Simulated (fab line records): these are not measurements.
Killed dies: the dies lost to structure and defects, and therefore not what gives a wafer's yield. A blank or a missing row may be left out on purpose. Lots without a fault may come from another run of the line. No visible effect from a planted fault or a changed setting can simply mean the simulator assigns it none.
Struck lot and sound lot, side by side    flow sky130    17 out of 708 route steps
Sound: these wafers, L140.2, L140.4, L140.6. Struck: wafer L150.2 (left out: L150.4, L150.6 of the same lot, which were not struck); the cause appears at the end.
For every step that has rows: the tool of each side, followed by ch and its chambers, followed by its first start. Under that, the readings that differ: sound wafers    struck wafers    difference of the means    sigmas: that difference in standard deviations of wafers without a fault.
alike: readings whose means differ by less than 2 such deviations, and words and numbers that are the same on both sides. not compared: withheld readings, readings that some wafer has no value for, bounds like >300 that may hide the same value, and numbers for which the record gives no deviation and whose values overlap.
A row with sigmas, a row that says differs or no value, or rows on one side alone: a step with any of these is where the two part. When numbers do not overlap yet have no deviation, they are printed without sigmas and do not part them. A reading that every wafer of one side lacks parts them only if that side has two wafers or more.

first, 2 steps without rows for these wafers: SKY_LOCAL_INTERCONNECT_PEB_09; SKY_LOCAL_INTERCONNECT_DEVELOP_10 (develop time 60 s).
SKY_LOCAL_INTERCONNECT_CD_MEAS_11: target cd 170 nm.
  sound on cdSem-02, day 32 00:14; struck on cdSem-02, day 35 12:41
  alike: cdNm
SKY_LOCAL_INTERCONNECT_OVL_MEAS_12:
  sound on overlay-02, day 32 00:20; struck on overlay-02, day 35 12:47
  alike: LOCAL_INTERCONNECT_OVL
SKY_LOCAL_INTERCONNECT_ETCH_13: etches BARC in N2/H2, stops on SiO2, time 45.9 s, target depth 60 nm.
  sound on rieMetal-03 ch 0,1, day 32 00:22; struck on rieMetal-03 ch 0, day 35 12:49
  alike: drypumpMotorCurrentA, oesProductAu, rfFwdPowerW, throttleValvePct
  not compared: rfHoursCounterH
SKY_LOCAL_INTERCONNECT_METAL_ETCH_14: etches TiN in Cl2/BCl3, stops on PSG, target depth 110 nm, time 31.4 s.
  sound on rieMetal-03 ch 0,1, day 32 00:26; struck on rieMetal-03 ch 0, day 35 12:53
  alike: drypumpMotorCurrentA, oesProductAu, rfFwdPowerW, throttleValvePct
  not compared: rfHoursCounterH
SKY_LOCAL_INTERCONNECT_STRIP_15: strips in O2/N2.
  sound on plasmaAsher-04 ch 1, day 32 00:29; struck on plasmaAsher-02 ch 0, day 35 12:56
  alike: drypumpMotorCurrentA, oesProductAu, stripTimeToEndpointS
  not compared: rfHoursCounterH
then, 3 steps without rows for these wafers: SKY_LOCAL_INTERCONNECT_STRIP_16 (strips in post etch residue remover, time 1200 s); SKY_LOCAL_INTERCONNECT_CLEAN_17 (cleans in IPA, time 180 s); SKY_LOCAL_INTERCONNECT_CLEAN_18 (cleans in O3/DIW).
SKY_CONTACT_CVD_00: deposits Si3N4, target thk 75 nm.
  sound on pecvd-04 ch 0,1, day 32 01:05; struck on pecvd-03 ch 1, day 35 13:31
  alike: heaterPowerW, rfFwdPowerW
SKY_CONTACT_THK_MEAS_01:
  sound on filmMetro-03, day 32 01:07; struck on filmMetro-04, day 35 13:34
  alike: CONTACT_CVD_00_THK
SKY_CONTACT_HDPCVD_02: deposits SiO2, target thk 565 nm, time 94.2 s.
  sound on hdpcvd-01 ch 0,1, day 32 01:10; struck on hdpcvd-01 ch 2, day 35 13:37
reading                                     sound              struck  difference  sigmas
sih4FlowSccm (sccm)                         60.11 60.09 59.94  47.66   -12.39      -69
model.SiO2_of_CONTACT_HDPCVD_02.thkNm (nm)  555 551.4 562.8    459.9   -96.5       
SKY_CONTACT_THK_MEAS_03:
  sound on filmMetro-02, day 32 01:15; struck on filmMetro-02, day 35 13:42
reading                  sound        struck  difference  sigmas
CONTACT_HDPCVD_THK (nm)  555 551 563  460     -96         -18
SKY_CONTACT_CMP_04: polishes SiO2.
  sound on cmp-01 ch 0,2,3, day 32 01:21; struck on cmp-01 ch 2, day 35 13:45
reading              sound     struck  difference  sigmas
timeToEndpointS (s)  84 81 89  45      -40         -12
  alike: motorCurrentA
SKY_CONTACT_BOW_MEAS_05:
  sound on filmMetro-03, day 32 01:37; struck on filmMetro-03, day 35 14:04
  alike: CONTACT_BOW
-- the record jumps here: 14 days lie between the struck wafers' starts before and after (it left off in module CONTACT and takes up again in module PAD_OPEN, whose first step shown is number 708 of the route) --
SKY_PAD_OPEN_PROBE_99:
  only the struck wafers here have rows in the record (prober-01, day 50 01:43); the sound ones have none

## WHERE THEY PART
Earliest at SKY_CONTACT_HDPCVD_02; latest, in this record, at SKY_PAD_OPEN_PROBE_99.

WHY: the cause the simulator had injected
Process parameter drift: hdpcvd-01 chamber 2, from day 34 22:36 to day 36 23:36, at SKY_CONTACT_HDPCVD_02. From 60, the setting sih4FlowSccm moved by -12. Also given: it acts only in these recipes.
